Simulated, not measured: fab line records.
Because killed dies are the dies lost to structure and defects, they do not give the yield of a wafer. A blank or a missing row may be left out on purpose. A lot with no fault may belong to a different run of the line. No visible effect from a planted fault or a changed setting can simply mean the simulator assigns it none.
Which tool was responsible? | flow sky130 | Sampling: 12 lots, 36 wafers, 4 of 708 route steps

WHAT THE GAUGES READ, wafer by wafer
SKY_FIELD_ISO_BOW_MEAS_00. Usual: for INCOMING_BOW the level is -1 um and the standard deviation is 6.2.
lot  | measured    | on            | INCOMING_BOW (um) | flag
L369 | day 1 10:00 | film_metro-03 | -6 -3 14          |
L370 | day 1 15:01 | film_metro-03 | -5 1 8            |
L371 | day 1 20:04 | film_metro-02 | 0 -3 7            |
L373 | day 2 06:01 | film_metro-01 | 7 0 -3            |
L374 | day 2 11:00 | film_metro-02 | -11 4 2           |
L378 | day 3 07:04 | film_metro-01 | 4 1 -1            |
L381 | day 3 22:00 | film_metro-03 | -4 1 -7           |
L383 | day 4 08:01 | film_metro-03 | -10 4 -6          |
L385 | day 4 18:01 | film_metro-02 | -4 17 4           |
L388 | day 5 09:01 | film_metro-01 | 4 -14 2           |
L389 | day 5 14:00 | film_metro-02 | -2 -5 3           |
L391 | day 6 00:00 | film_metro-01 | -4 -2 -7          |

SKY_VT_ADJUST_HVTP_TW_MEAS_11. Usual: for VT_ADJUST_HVTP_TW the level is 1350 and the standard deviation is 6.2.
lot  | measured     | on            | VT_ADJUST_HVTP_TW | flag
L369 | day 6 10:48  | film_metro-03 | 1358 1356 1357    |
L370 | day 6 13:53  | film_metro-04 | 1360 1353 1353    |
L371 | day 6 14:14  | film_metro-02 | 1344 1345 1350    |
L373 | day 6 20:16  | film_metro-04 | 1353 1350 1357    |
L374 | day 7 08:58  | film_metro-04 | 1349 1341 1346    |
L378 | day 8 12:35  | film_metro-02 | 1345 1328 1346    |
L381 | day 9 13:28  | film_metro-04 | 1352 1353 1350    |
L383 | day 9 22:56  | film_metro-03 | 1349 1352 1354    |
L385 | day 10 12:58 | film_metro-04 | 1327 1324 1322    | OFF
L388 | day 11 04:56 | film_metro-02 | 1314 1320 1316    | OFF
L389 | day 11 05:56 | film_metro-04 | 1349 1354 1352    |
L391 | day 11 20:06 | film_metro-02 | 1343 1348 1353    |

TOOL THAT RAN EACH LOT (tool first, then ch and the chambers of the sampled wafers, then the start)
lot  | SKY_NWELL_STRIP_25                   | SKY_VT_ADJUST_HVTP_IMPLANT_09
L369 | plasma_asher-01 ch 0,1, day 5 15:23  | implanter-03 ch 0, day 6 10:33
L370 | plasma_asher-02 ch 0,1, day 5 18:06  | implanter-04 ch 0, day 6 13:40
L371 | plasma_asher-01 ch 0,1, day 5 18:29  | implanter-01 ch 0, day 6 14:01
L373 | plasma_asher-02 ch 0,1, day 6 01:26  | implanter-01 ch 0, day 6 20:01
L374 | plasma_asher-04 ch 0,1, day 6 12:24  | implanter-03 ch 0, day 7 08:43
L378 | plasma_asher-02 ch 0,1, day 7 15:14  | implanter-04 ch 0, day 8 12:22
L381 | plasma_asher-01 ch 0,1, day 8 15:06  | implanter-01 ch 0, day 9 13:13
L383 | plasma_asher-02 ch 0,1, day 9 00:45  | implanter-01 ch 0, day 9 22:42
L385 | plasma_asher-02 ch 0,1, day 9 14:32  | implanter-01 ch 0, day 10 12:43
L388 | plasma_asher-04 ch 0,1, day 10 05:26 | implanter-01 ch 0, day 11 04:42
L389 | plasma_asher-01 ch 0,1, day 10 06:06 | implanter-03 ch 0, day 11 05:41
L391 | plasma_asher-02 ch 0,1, day 10 19:59 | implanter-04 ch 0, day 11 19:51
- SKY_NWELL_STRIP_25: strips in O2/N2.
- SKY_VT_ADJUST_HVTP_IMPLANT_09

AS READ BY THE TOOLS THEMSELVES (means over the sampled wafers that have a number; for cases with no such wafer, the mark the record gives instead)
SKY_NWELL_STRIP_25. Usual: drypump_motor_current_A 5.69 A, standard deviation 0.29; oes_product_au 0.723 a.u., standard deviation 0.0047; strip_time_to_endpoint_s 36.94 s, standard deviation 0.084.
lot  | tool            | drypump_motor_current_A (A) | oes_product_au (a.u.) | strip_time_to_endpoint_s (s) | flag
L369 | plasma_asher-01 | 5.66                        | 0.721                 | 36.94                        |
L370 | plasma_asher-02 | 5.86                        | 0.721                 | 36.96                        |
L371 | plasma_asher-01 | 5.50                        | 0.716                 | 37.08                        |
L373 | plasma_asher-02 | 5.59                        | 0.718                 | 37.00                        |
L374 | plasma_asher-04 | 5.81                        | 0.724                 | 37.01                        |
L378 | plasma_asher-02 | 5.81                        | 0.725                 | 36.90                        |
L381 | plasma_asher-01 | 5.50                        | 0.723                 | 36.98                        |
L383 | plasma_asher-02 | 5.59                        | 0.720                 | 36.89                        |
L385 | plasma_asher-02 | 5.60                        | 0.721                 | 36.96                        |
L388 | plasma_asher-04 | 5.81                        | 0.725                 | 37.07                        |
L389 | plasma_asher-01 | 5.65                        | 0.723                 | 36.98                        |
L391 | plasma_asher-02 | 5.82                        | 0.722                 | 36.87                        |

SKY_VT_ADJUST_HVTP_IMPLANT_09. Usual: beam_energy_keV 150.00, standard deviation 0.05; end_station_pressure_torr 5.04e-06 Torr, standard deviation 2.4e-07.
lot  | tool         | beam_energy_keV | end_station_pressure_torr (Torr) | flag
L369 | implanter-03 | 150.01          | 4.93e-06                         |
L370 | implanter-04 | 149.96          | 5.04e-06                         |
L371 | implanter-01 | 149.95          | 4.91e-06                         |
L373 | implanter-01 | 149.99          | 5.19e-06                         |
L374 | implanter-03 | 149.98          | 5.07e-06                         |
L378 | implanter-04 | 149.95          | 5.15e-06                         |
L381 | implanter-01 | 150.05          | 5.14e-06                         |
L383 | implanter-01 | 150.04          | 5.06e-06                         |
L385 | implanter-01 | 139.43          | 5.01e-06                         | OFF
L388 | implanter-01 | 139.32          | 5.20e-06                         | OFF
L389 | implanter-03 | 150.06          | 4.88e-06                         |
L391 | implanter-04 | 149.98          | 4.80e-06                         |

THE ANSWER, worked out from the rows above alone
Rule: a lot is off if the mean of its wafers that have a number lies more than 3 standard deviations from the usual mean. A lot without any number at a reading at which 4 lots or more have one is off too. All remaining lots with rows at the step are treated as sound. First the gauges in route order, then the tools' own readings, where a lot's mean is used as printed above. The first step at which some lot is off is used, and at that step the reading that is off furthest; a lot without a number counts as furthest.
Off: at SKY_VT_ADJUST_HVTP_TW_MEAS_11 (VT_ADJUST_HVTP_TW), L385, L388.
If a tool, at a process step before that reading, ran all the lots that are off and no sound lot after the first of them, it fits. Not tried: the gauges at SKY_VT_ADJUST_HVTP_TW_MEAS_11; whatever is off there is also off at SKY_VT_ADJUST_HVTP_IMPLANT_09, on other tools, and gauge error can't account for it. One candidate fits, namely implanter-01 at SKY_VT_ADJUST_HVTP_IMPLANT_09. A fault onset in the window from L383 (day 9 22:42, its last sound lot) to L385 (day 10 12:43, its first lot off) fits.
On the lots that are off, the tool's own readings at SKY_VT_ADJUST_HVTP_IMPLANT_09 differ by more than 5 times the standard deviation of the sound lots' means, which bears it out; beam_energy_keV reads 139.38 there versus 150.00 on the sound lots.

WHAT THE SIMULATOR PUT IN
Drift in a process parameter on implanter-01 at SKY_VT_ADJUST_HVTP_IMPLANT_09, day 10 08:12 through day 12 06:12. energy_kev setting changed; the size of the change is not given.
Struck lots among those shown: L385, L388. This agrees with what the rule above found.
